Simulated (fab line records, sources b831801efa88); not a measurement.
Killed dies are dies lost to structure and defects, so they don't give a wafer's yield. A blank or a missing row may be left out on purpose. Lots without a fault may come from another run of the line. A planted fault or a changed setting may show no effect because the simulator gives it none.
A struck lot beside a sound one | flow sky130 | 17 steps out of a route of 708
Sound: wafers L237.2, L237.3, L237.4. Struck: wafers L243.1, L243.2, L243.6. The cause comes at the end.
At each step with rows: each side's tool, then ch and its chambers, then its first start. Under that, the readings that differ: sound wafers | struck wafers | difference of the means | sigmas: that difference in standard deviations of wafers without a fault.
alike: readings whose means differ by less than 2 such deviations, and words and numbers that are the same on both sides. not compared: withheld readings, readings that some wafer has no value for, bounds like >300 that may hide the same value, and numbers for which the record gives no deviation and whose values overlap.
The two part at a step that has a row with sigmas, a row that says differs or no value, or rows on one side only. Numbers that don't overlap but have no deviation are shown without sigmas and don't part them. A reading that every wafer of one side lacks parts them only if that side has two wafers or more.

SKY_VIA2_CMP_02: polishes SiO2.
  sound on cmp-01 ch 0,1,2, day 36 22:37; struck on cmp-01 ch 1,2,3, day 38 20:04
  alike: motor_current_A, retaining_ring_pressure_frac
SKY_VIA2_BOW_MEAS_03:
  sound on film_metro-03, day 36 22:53; struck on film_metro-03, day 38 20:19
  alike: VIA2_BOW
then, 8 steps without rows for these wafers: SKY_VIA2_DEHYDRATE_04 (time 60 s); SKY_VIA2_HMDS_05 (prime time 60 s); SKY_VIA2_COAT_06 (resist thk 60 nm); SKY_VIA2_COAT_07 (resist thk 450 nm); SKY_VIA2_SOFTBAKE_08 (time 90 s); SKY_VIA2_EXPOSE_09 (exposes mask VIM2, target cd 200 nm); SKY_VIA2_PEB_10; SKY_VIA2_DEVELOP_11 (develop time 60 s).
SKY_VIA2_CD_MEAS_12: target cd 200 nm.
  sound on cd_sem-01, day 38 00:51; struck on cd_sem-01, day 39 21:16
  alike: cd_nm
SKY_VIA2_OVL_MEAS_13:
  sound on overlay-02, day 38 00:58; struck on overlay-01, day 39 21:23
  alike: VIA2_OVL
SKY_VIA2_ETCH_14: etches BARC in N2/H2, stops on SiO2, time 45.9 s, target depth 60 nm.
  sound on rie_diel-02 ch 0,1,3, day 38 00:59; struck on rie_diel-02 ch 0,1,2, day 39 21:25
  reading                                     | sound             | struck            | difference | sigmas
  oes_product_au (a.u.)                       | 0.857 0.856 0.855 | 1.001 0.999 1.015 | +0.149     | +30
  run_length_s (s)                            | 73.7 74.1 74.8    | 65.5 66.8 65.8    | -8.2       | -16
  model.KrF-thick_of_VIA2_COAT_07.thk_nm (nm) | 392 393.7 393.8   | 399.8 401.1 400.5 | +7.3       |
  alike: drypump_motor_current_A, throttle_valve_pct
  not compared: rf_hours_counter_h
SKY_VIA2_ETCH_15: etches SiO2 in C4F8/O2/Ar, stops on TiN, target depth 546 nm, time 84 s.
  sound on rie_diel-02 ch 0,1,3, day 38 01:02; struck on rie_diel-02 ch 0,1,2, day 39 21:28
  reading                                     | sound             | struck            | difference | sigmas
  model.KrF-thick_of_VIA2_COAT_07.thk_nm (nm) | 281.6 283.4 283.8 | 290.7 291.1 290.1 | +7.7       |
  alike: oes_product_au, run_length_s
  not compared: rf_hours_counter_h
SKY_VIA2_STRIP_16: strips in O2/N2.
  sound on plasma_asher-01 ch 0,1, day 38 01:05; struck on plasma_asher-04 ch 0,1, day 39 21:31
  reading                      | sound             | struck            | difference | sigmas
  strip_time_to_endpoint_s (s) | 4.032 4.056 4.015 | 4.142 4.130 4.127 | +0.099     | +4
  alike: drypump_motor_current_A, oes_product_au
  not compared: rf_hours_counter_h
then, 1 step without rows for these wafers: SKY_VIA2_STRIP_17 (strips in post etch residue remover, time 1200 s).
-- the record jumps here: 9 days lie between the struck wafers' starts before and after (it left off in module VIA2 and takes up again in module PAD_OPEN, whose first step shown is number 708 of the route) --
SKY_PAD_OPEN_PROBE_99:
  sound on prober-02, day 47 07:18; struck on prober-01, day 48 14:08
  not compared: model.etest.via2_chain.rc_ohm

WHERE THEY PART
First at SKY_VIA2_ETCH_14; last, within this record, at SKY_VIA2_STRIP_16.

WHY: what the simulator had put in
Process parameter drift: rie_diel-02, from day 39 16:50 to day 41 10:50, at SKY_VIA2_ETCH_14. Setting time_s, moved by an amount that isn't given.
